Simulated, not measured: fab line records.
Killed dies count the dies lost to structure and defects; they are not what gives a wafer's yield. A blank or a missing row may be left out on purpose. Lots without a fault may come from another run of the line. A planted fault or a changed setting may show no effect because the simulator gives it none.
A struck lot beside a sound one | flow sfqLine | 14 out of 325 route steps
Sound: wafers L306.2, L306.3, L306.6. Struck: wafer L310.4 (L310.2, L310.6, from the same lot, were not struck and are left out); the cause is given at the end.
At each step with rows: each side's tool, then ch and its chambers, then its first start. Under that, the readings that differ: sound wafers | struck wafers | difference of the means | sigmas: that difference in standard deviations of wafers without a fault.
alike: readings whose means differ by less than 2 such deviations, and words and numbers that are the same on both sides. not compared: withheld readings, readings that some wafer has no value for, bounds like >300 that may hide the same value, and numbers for which the record gives no deviation and whose values overlap.
Wherever a step has rows on one side only, a row that says differs or no value, or a row with sigmas, the two part there. Numbers that have no deviation but don't overlap get no sigmas and don't part them. A reading missing from all wafers of one side parts the sides only when that side holds two or more wafers.

first, 2 steps without rows for these wafers: SFQ_TRILAYER_I1_VIA_STRIP_SOLV_CLEAN_054 (cleans in NMP, time 600 s); SFQ_TRILAYER_M2_DEP_PRE_CLEAN_056 (time 22.5 s).
SFQ_TRILAYER_M2_DEP_SPUTTER_055: material Nb, target thk 200 nm, time 133.3 s.
  sound on pvdSputter-05 at day 26 22:26; struck on pvdSputter-04 at day 28 08:07
  alike: substrateTempC, throttleValvePct
SFQ_M2_RS_MEAS_914: a four-point-probe measurement.
  sound on filmMetro-01 at day 26 22:34; struck on filmMetro-01 at day 28 08:13
  alike: M2_NB_RS
then, 6 steps without rows for these wafers: SFQ_TRILAYER_M2_LITHO_COAT_062 (resist thk 62 nm); SFQ_TRILAYER_M2_LITHO_COAT_057 (resist thk 600 nm); SFQ_TRILAYER_M2_LITHO_SOFTBAKE_061; SFQ_TRILAYER_M2_LITHO_EXPOSE_058 (exposes mask M2, target cd 500 nm); SFQ_TRILAYER_M2_LITHO_PEB_060 (peb time 60 s); SFQ_TRILAYER_M2_LITHO_DEVELOP_059 (time 60 s).
-- the record jumps here: 7 days lie between the struck wafers' starts before and after --
SFQ_M2_OVL_MEAS_916:
  sound on overlay-02 at day 33 11:10; struck on overlay-02 at day 34 21:53
reading     | sound | struck | difference | sigmas
M2_OVL (nm) | 3 9 8 | -6     | -13        | -3
SFQ_TRILAYER_M2_BARC_OPEN_METAL_ETCH_077: etches BARC in O2, target depth 125 nm, time 41.7 s.
  sound on rieMetal-02 ch 1, day 33 11:11; struck on rieMetal-02 ch 0, day 34 21:55
reading                                            | sound             | struck | difference | sigmas
rfFwdPowerW (W)                                    | 597 598 598       | 589    | -9         | -3
model.KrF_of_TRILAYER_M2_LITHO_COAT_057.thkNm (nm) | 523.8 526.1 526.5 | 502.9  | -22.6      | 
  alike: drypumpMotorCurrentA, oesProductAu
  not compared: rfHoursCounterH
SFQ_TRILAYER_M2_ETCH_METAL_ETCH_060: etches Nb in Cl2/Ar, stops on SiO2, target depth 240 nm, time 120 s.
  sound on rieMetal-02 ch 1, day 33 11:15; struck on rieMetal-02 ch 0, day 34 21:58
reading                                            | sound             | struck | difference | sigmas
model.KrF_of_TRILAYER_M2_LITHO_COAT_057.thkNm (nm) | 385.1 387.3 388.2 | 360.6  | -26.3      | 
  alike: drypumpMotorCurrentA, oesProductAu, rfFwdPowerW
  not compared: rfHoursCounterH
SFQ_TRILAYER_M2_STRIP_STRIP_061: strips in O2.
  sound on rieMetal-02 ch 1, day 33 11:22; struck on rieMetal-02 ch 0, day 34 22:06
  alike: drypumpMotorCurrentA, oesProductAu
  not compared: rfHoursCounterH

## WHERE THEY PART
Earliest at SFQ_M2_OVL_MEAS_916; latest, in this record, at SFQ_TRILAYER_M2_BARC_OPEN_METAL_ETCH_077. Later steps at which nothing parts them and some readings are alike: SFQ_TRILAYER_M2_ETCH_METAL_ETCH_060, SFQ_TRILAYER_M2_STRIP_STRIP_061.

WHY: the cause the simulator had injected
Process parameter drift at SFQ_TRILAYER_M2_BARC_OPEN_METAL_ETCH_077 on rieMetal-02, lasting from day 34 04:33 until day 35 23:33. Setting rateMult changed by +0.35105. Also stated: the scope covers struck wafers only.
